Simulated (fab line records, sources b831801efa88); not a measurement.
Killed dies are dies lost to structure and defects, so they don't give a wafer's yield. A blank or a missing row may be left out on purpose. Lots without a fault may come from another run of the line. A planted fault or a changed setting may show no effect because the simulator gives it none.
A struck lot beside a sound one | flow sky130 | 20 steps out of a route of 708
Sound: wafers L419.1, L419.5, L419.6. Struck: wafers L425.1, L425.2, L425.5. The cause comes at the end.
At each step with rows: each side's tool, then ch and its chambers, then its first start. Under that, the readings that differ: sound wafers | struck wafers | difference of the means | sigmas: that difference in standard deviations of wafers without a fault.
alike: readings whose means differ by less than 2 such deviations, and words and numbers that are the same on both sides. not compared: withheld readings, readings that some wafer has no value for, bounds like >300 that may hide the same value, and numbers for which the record gives no deviation and whose values overlap.
The two part at a step that has a row with sigmas, a row that says differs or no value, or rows on one side only. Numbers that don't overlap but have no deviation are shown without sigmas and don't part them. A reading that every wafer of one side lacks parts them only if that side has two wafers or more.

first, 1 step without rows for these wafers: SKY_POLY_GATE_CVD_03 (deposits Si3N4 from DCS/NH3, target thk 75 nm, time 1290 s).
SKY_POLY_GATE_THK_MEAS_04:
  sound on film_metro-02, day 15 17:11; struck on film_metro-03, day 17 23:05
  reading                   | sound          | struck         | difference | sigmas
  POLY_GATE_CVD_03_THK (nm) | 74.0 74.0 74.1 | 75.3 75.4 75.2 | +1.3       | +2
then, 8 steps without rows for these wafers: SKY_POLY_GATE_DEHYDRATE_05 (time 60 s); SKY_POLY_GATE_HMDS_06 (prime time 60 s); SKY_POLY_GATE_COAT_07 (resist thk 110 nm); SKY_POLY_GATE_COAT_08 (resist thk 450 nm); SKY_POLY_GATE_SOFTBAKE_09 (time 90 s); SKY_POLY_GATE_EXPOSE_10 (exposes mask P1M, target cd 150 nm); SKY_POLY_GATE_PEB_11; SKY_POLY_GATE_DEVELOP_12 (develop time 60 s).
SKY_POLY_GATE_CD_MEAS_13: target cd 150 nm.
  sound on cd_sem-02, day 16 21:10; struck on cd_sem-02, day 19 05:29
  alike: cd_nm
SKY_POLY_GATE_OVL_MEAS_14:
  sound on overlay-02, day 16 21:17; struck on overlay-02, day 19 05:37
  alike: POLY_GATE_OVL
SKY_POLY_GATE_ETCH_15: etches BARC in N2/H2, stops on SiO2, time 118.5 s, target depth 110 nm.
  sound on rie_diel-04 ch 0,3, day 16 21:20; struck on rie_diel-04 ch 2,3, day 19 05:38
  no value came back on the struck wafers for any of 5 readings (bias_w (W), chamber_pressure_mTorr (mTorr) and others); on the sound wafers bias_w (W) reads 100.17 99.93 99.87
  reading                                          | sound             | struck            | difference | sigmas
  model.KrF-thick_of_POLY_GATE_COAT_08.thk_nm (nm) | 346.7 347.4 346.2 | 435.3 435.4 435.5 | +88.6      |
  not compared: rf_hours_counter_h
SKY_POLY_GATE_ETCH_16: etches Si3N4 in CH3F/O2, stops on poly-Si, time 147.5 s, target depth 75 nm.
  sound on rie_diel-04 ch 0,3, day 16 21:25; struck on rie_diel-04 ch 2,3, day 19 05:43
  reading                | sound                | struck               | difference | sigmas
  oes_product_au (a.u.)  | 0.644 0.635 0.635    | 0.378 0.369 0.368    | -0.266     | -49
  throttle_valve_pct (%) | 10.525 10.539 10.533 | 10.498 10.512 10.498 | -0.030     | -3
  alike: O2_flow_sccm, bias_w, drypump_motor_current_A
  not compared: rf_hours_counter_h
SKY_POLY_GATE_ETCH_17: etches poly-Si in HBr/Cl2, stops on SiO2, target depth 180 nm, time 70.5 s.
  sound on rie_si-02 ch 1,2, day 16 21:31; struck on rie_si-02 ch 0,1,3, day 19 05:49
  reading                                          | sound             | struck            | difference | sigmas
  oes_product_au (a.u.)                            | 0.992 0.994 0.995 | 0.280 0.272 0.272 | -0.719     | -99 or more
  model.KrF-thick_of_POLY_GATE_COAT_08.thk_nm (nm) | 144.8 144.7 143.2 | 228.2 233.4 230.7 | +86.5      |
  alike: HBr_flow_sccm, bias_w, drypump_motor_current_A, throttle_valve_pct
  not compared: rf_hours_counter_h
SKY_POLY_GATE_STRIP_18: strips in O2/N2.
  sound on plasma_asher-01 ch 0,1, day 16 21:34; struck on plasma_asher-02 ch 0,1, day 19 05:53
  reading                      | sound             | struck            | difference | sigmas
  oes_product_au (a.u.)        | 0.363 0.353 0.361 | 0.397 0.396 0.398 | +0.038     | +7
  strip_time_to_endpoint_s (s) | 3.22 3.23 3.19    | 4.10 4.16 4.14    | +0.92      | +22
  alike: drypump_motor_current_A
  not compared: rf_hours_counter_h
then, 2 steps without rows for these wafers: SKY_POLY_GATE_CLEAN_19 (cleans in SC1/SC2, time 150 s); SKY_POLY_GATE_OXIDATION_20 (stabilise 600 s, purge 300 s, target thk 4 nm).
SKY_POLY_GATE_CD_MEAS_22:
  sound on cd_sem-02, day 17 00:28; struck on cd_sem-02, day 19 07:39
  reading    | sound             | struck | difference                    | sigmas
  cd_nm (nm) | 151.9 150.8 149.1 | - - -  | no value on the struck wafers |
then, 1 step without rows for these wafers: SKY_LDD_N_DEHYDRATE_00 (time 60 s).

WHERE THEY PART
First at SKY_POLY_GATE_THK_MEAS_04; last, within this record, at SKY_POLY_GATE_CD_MEAS_22.

WHY: what the simulator had put in
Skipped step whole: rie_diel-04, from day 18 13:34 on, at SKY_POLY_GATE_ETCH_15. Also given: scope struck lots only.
